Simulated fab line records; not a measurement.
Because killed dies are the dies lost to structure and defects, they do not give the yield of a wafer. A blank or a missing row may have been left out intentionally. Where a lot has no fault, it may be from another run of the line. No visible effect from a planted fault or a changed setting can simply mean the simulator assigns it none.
Chamber matching + flow gf180mcu + GF_STI_CMP_25 on cmp-01: 4 sister chambers
The step polishes, stops on Si3N4, t overpolish 33 s, target thk 524.6 nm. 8 wafers are shown with their chamber, then 8 later ones without.

WAFERS, EACH WITH ITS CHAMBER
| wafer  | chamber | motor current A (A) | time to endpoint s (s) |
|--------|---------|---------------------|------------------------|
| L949.4 | 3       | 14.4                | 120                    |
| L950.5 | 1       | 12.3                | 120                    |
| L951.3 | 2       | 10.7                | 130                    |
| L951.4 | 3       | 14.1                | 126                    |
| L952.1 | 2       | 10.6                | 129                    |
| L952.2 | 1       | 12.8                | 124                    |
| L952.3 | 0       | 11.2                | 137                    |
| L954.1 | 0       | 10.9                | 133                    |

WAFERS MISSING THEIR CHAMBER
| wafer  | motor current A (A) | time to endpoint s (s) |
|--------|---------------------|------------------------|
| L954.3 | 10.0                | 129                    |
| L954.6 | 11.5                | 127                    |
| L956.4 | 14.1                | 122                    |
| L956.5 | 14.2                | 131                    |
| L956.6 | 10.5                | 138                    |
| L963.2 | 10.4                | 131                    |
| L963.3 | 12.6                | 129                    |
| L963.4 | 11.1                | 131                    |

WHICH CHAMBER EACH WENT THROUGH
| wafer  | from the rows above          | in truth                   |
|--------|------------------------------|----------------------------|
| L954.3 | 2                            | 2                          |
| L954.6 | can't be placed: 0 or 2 or 1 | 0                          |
| L956.4 | 3                            | 3                          |
| L956.5 | 3                            | 3                          |
| L956.6 | can't be placed: 0 or 2      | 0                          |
| L963.2 | can't be placed: 2 or 0      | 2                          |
| L963.3 | 1                            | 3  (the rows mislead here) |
| L963.4 | can't be placed: 0 or 2      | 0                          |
3 of 8 placed correctly. These rows do not allow placing 4 (true chamber among the candidates in 4). Wrongly placed: 1.
How it was worked out, from the rows above alone: a wafer's distance from a chamber is the root of the sum, over the readings, of the square of ((its reading less the chamber's mean) divided by the reading's scatter). If the next closest chamber is less than 2 further off than the closest, the wafer can't be placed; otherwise it belongs to the closest. Each chamber's mean is taken over the wafers shown for it. The scatter: take each reading less its chamber's mean, square it, sum over the shown wafers, divide by the number of wafers less the number of chambers, and take the root.
